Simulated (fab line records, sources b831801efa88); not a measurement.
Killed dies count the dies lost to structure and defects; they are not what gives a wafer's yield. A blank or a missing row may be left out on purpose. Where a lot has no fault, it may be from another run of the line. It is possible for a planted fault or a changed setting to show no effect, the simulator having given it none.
Code-filled problem report in 8D (eight disciplines) form -- flow sky130 -- the parts of the form that need people (team, actions taken, sign-off) are left out

## 1. PROBLEM STATEMENT
At SKY_VIA1_ETCH_14, oesProductAu averages 0.920 a.u. over 6 wafers from 2 lots, while fault-free wafers read 0.854 a.u., standard deviation 0.0047. That is +14 standard deviations from the usual mean.
The step: etches BARC in N2/H2, stops on SiO2, time 45.9 s, target depth 60 nm.
Seen first at day 38 03:29 on rieDiel-01, wafer L415.3. The record holds 42 wafers of 14 lots with a number at this step. Rule for "out", or "out of limits": more than 4 standard deviations from the usual mean. The other wafers with a number count as sound.

## 2. WHAT IT IS, WHAT IT ISN'T
question,is,is not
which readings at this step,"oesProductAu, runLengthS","drypumpMotorCurrentA, throttleValvePct"
which lots,"L415, L416","L403, L406, L407, L408, L409, L410, L412, L413, L414, L417, L423, L424"
which wafers of those lots,all that have a number,-
read on which tools,rieDiel-01,"rieDiel-03, rieDiel-04"
when,from day 38 03:29,"up to then (27 sound wafers); but 9 sound wafers of L417, L423, L424 came after"

## 3. THE SUSPECTS, EACH WITH WHAT RULES IT OUT
Counting: any tool at a process step up to the reading is kept as a suspect provided that every lot that is out went through it and no sound lot did after the first of them.
- rieDiel-01 at SKY_VIA1_ETCH_14 (etches BARC in N2/H2, stops on SiO2, time 45.9 s, target depth 60 nm): kept. It processed each lot that is out, first L415 at day 38 03:29, and no sound lot thereafter; up to then, the last sound lot it processed was L414 at day 37 21:20. Its own oesProductAu, runLengthS readings are out on those wafers.
The count leaves rieDiel-01 at SKY_VIA1_ETCH_14.

## 4. THE CAUSE (what the simulator had put in)
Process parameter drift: rieDiel-01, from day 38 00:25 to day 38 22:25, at SKY_VIA1_ETCH_14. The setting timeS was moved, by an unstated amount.
After counting, this tool was the only one left.

## 5. THE CHAIN OF EFFECTS, in route order
Rows list readings where the struck wafers' mean (over those with a number) sits beyond 3 standard deviations from the usual. Scope: only readings with a usual standard deviation given in the record; hours: median across lots of the time from each lot's start at the first step in this table that gives one to its start at this step; sigmas: change in usual standard deviations.
hours,step,reading,usual,on struck wafers,change,sigmas
0,SKY_VIA1_ETCH_14,oesProductAu,0.854 a.u.,0.920,+0.066,+14
0,SKY_VIA1_ETCH_14,runLengthS,74.1 s,70.3,-3.8,-11
Process steps it contains:
- SKY_VIA1_ETCH_14: etches BARC in N2/H2, stops on SiO2, time 45.9 s, target depth 60 nm.
Readings that are blank on the struck wafers while sound wafers have them: rfFwdPowerW at SKY_VIA1_ETCH_14.

## 6. HOW IT WOULD HAVE BEEN CAUGHT EARLIER
3 hours passed between the start of the fault at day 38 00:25 and the first reading out of limits in this record, taken at day 38 03:29.
